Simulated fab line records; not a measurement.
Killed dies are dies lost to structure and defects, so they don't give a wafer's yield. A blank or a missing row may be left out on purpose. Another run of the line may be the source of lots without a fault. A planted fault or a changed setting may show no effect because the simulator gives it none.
Problem report in the 8D (eight disciplines) form, filled by code    flow gf180mcu    the parts of the form that need people (team, actions taken, sign-off) are left out

1. WHAT WENT WRONG
Across 9 wafers from 3 lots, STI_CVD_03_THK at GF_STI_THK_MEAS_04 averages 239.1 nm, while fault-free wafers read 195.9 nm with a standard deviation of 2. That is +22 standard deviations from the usual mean.
Earliest sighting: wafer L164.1 on film-metro-02 at day 3 07:03. The record has a number at this step for 36 wafers belonging to 12 lots. The rule behind "out" and "out of limits": a value lying over 4 standard deviations away from the usual mean. All remaining wafers that have a number are taken as sound.

2. WHAT IT IS, WHAT IT ISN'T
question                     is                      is not
which readings at this step  STI_CVD_03_THK          -
which lots                   L164, L165, L166        L156, L157, L159, L160, L169, L172, L175, L178, L179
which wafers of those lots   all that have a number  -
read on which gauges         film-metro-02           film-metro-01, film-metro-04
when                         from day 3 07:03        up to then (12 sound wafers); but 15 sound wafers of L169, L172, L175, L178, L179 came after

3. WHAT RULES OUT EACH SUSPECT
Counting: a tool stays on the suspect list if, at a process step up to the reading, it processed all lots that are out and no sound lot following the first of them.
- the gauge at GF_STI_THK_MEAS_04 has been ruled out. All the wafers that are out were read on film-metro-02, but those of them that GF_STI_ETCH_13 has rows for are out there too, on other tools.
- lpcvd-01 at GF_STI_CVD_03 (deposits Si3N4 from DCS/NH3, target thk 207.16 nm, time 3551 s): ruled out as a lasting fault. Following L164 (day 3 05:04), the first lot on it that is out, the sound lots L178 were run on it.
Left after counting: nothing in the record.

4. THE CAUSE (what the simulator had put in)
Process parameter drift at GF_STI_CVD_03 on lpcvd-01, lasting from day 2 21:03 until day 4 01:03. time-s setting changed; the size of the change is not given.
The count ruled it out by mistake, since the rule takes a fault to strike every lot its tool runs from the start of the fault on, and this one did not do so.

5. THE EFFECT CHAIN, in route order
Each row: a reading where the mean over the struck wafers with a number is more than 3 standard deviations away from the usual. Scope: only readings with a usual standard deviation given in the record; hours: median across lots of the time from each lot's start at the first step in this table that gives one to its start at this step; sigmas: change in usual standard deviations.
hours  step                reading         usual       on struck wafers  change  sigmas
0      GF_STI_THK_MEAS_04  STI_CVD_03_THK  195.9 nm    239.1             +43.2   +22
13     GF_STI_ETCH_13      oes-product-au  0.808 a.u.  0.901             +0.093  +15
Process steps it contains:
- GF_STI_ETCH_13: etches the open film in CHF3/O2, stops on Si, target depth 282.31 nm, time 112.9 s.
At these later measuring or inspecting steps, every struck wafer for which the step has a row has a number for every such reading, and none has moved that far: GF_V3_OVL_MEAS_15, GF_V4_CD_MEAS_14.

6. WHAT WOULD HAVE CAUGHT IT SOONER
The first out-of-limits reading at a measuring or inspecting step in this record came at day 3 07:03, 10 hours after the fault's start at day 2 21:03.
Tool readings at GF_STI_CVD_03 with a usual standard deviation given in the record: none out on any struck wafer, hence no alarm at a limit of 4 standard deviations on them.
